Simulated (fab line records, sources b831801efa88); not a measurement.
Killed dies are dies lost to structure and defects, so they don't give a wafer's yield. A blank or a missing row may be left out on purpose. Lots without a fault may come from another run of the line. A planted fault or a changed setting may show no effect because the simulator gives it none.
A struck lot beside a sound one | flow sky130 | 14 steps out of a route of 708
Sound: wafers L881.1, L881.2, L881.4. Struck: wafers L876.3, L876.4, L876.5. The cause comes at the end.
At each step with rows: each side's tool, then ch and its chambers, then its first start. Under that, the readings that differ: sound wafers | struck wafers | difference of the means | sigmas: that difference in standard deviations of wafers without a fault.
alike: readings whose means differ by less than 2 such deviations, and words and numbers that are the same on both sides. not compared: withheld readings, readings that some wafer has no value for, bounds like >300 that may hide the same value, and numbers for which the record gives no deviation and whose values overlap.
The two part at a step that has a row with sigmas, a row that says differs or no value, or rows on one side only. Numbers that don't overlap but have no deviation are shown without sigmas and don't part them. A reading that every wafer of one side lacks parts them only if that side has two wafers or more.

SKY_PWDE_TW_MEAS_10:
  sound on film_metro-01, day 8 12:22; struck on film_metro-02, day 7 13:16
  alike: PWDE_TW
then, 7 steps without rows for these wafers: SKY_NWELL_DEHYDRATE_03 (time 60 s); SKY_NWELL_HMDS_04 (prime time 60 s); SKY_NWELL_COAT_05 (resist thk 3000 nm); SKY_NWELL_SOFTBAKE_06; SKY_NWELL_EXPOSE_07 (exposes mask NWM, target cd 840 nm); SKY_NWELL_PEB_08; SKY_NWELL_DEVELOP_09 (develop time 60 s).
SKY_NWELL_OVL_MEAS_10:
  sound on overlay-02, day 9 09:13; struck on overlay-02, day 8 08:41
  alike: NWELL_00_OVL
then, 3 steps without rows for these wafers: SKY_NWELL_IMPLANT_11; SKY_NWELL_IMPLANT_12; SKY_NWELL_IMPLANT_13.
SKY_NWELL_STRIP_14: strips in O2/N2.
  sound on plasma_asher-03 ch 0,1, day 9 09:43; struck on plasma_asher-01 ch 0,1, day 8 09:11
  reading               | sound             | struck            | difference | sigmas
  oes_product_au (a.u.) | 0.730 0.721 0.721 | 0.667 0.666 0.658 | -0.060     | -13
  overash_fraction      | 0.5 0.5 0.5       | 0.7 0.7 0.7       | +0.2       |
  alike: drypump_motor_current_A, strip_time_to_endpoint_s
  not compared: rf_hours_counter_h
SKY_NWELL_TW_MEAS_15:
  sound on film_metro-02, day 9 09:49; struck on film_metro-02, day 8 09:17
  alike: NWELL_TW

WHERE THEY PART
Only at SKY_NWELL_STRIP_14, within this record. Later steps at which nothing parts them and some readings are alike: SKY_NWELL_TW_MEAS_15.

WHY: what the simulator had put in
Process parameter drift: plasma_asher-01, from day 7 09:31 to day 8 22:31, at SKY_NWELL_STRIP_14. Setting overash_fraction, moved by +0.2, from 0.5. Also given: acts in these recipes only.
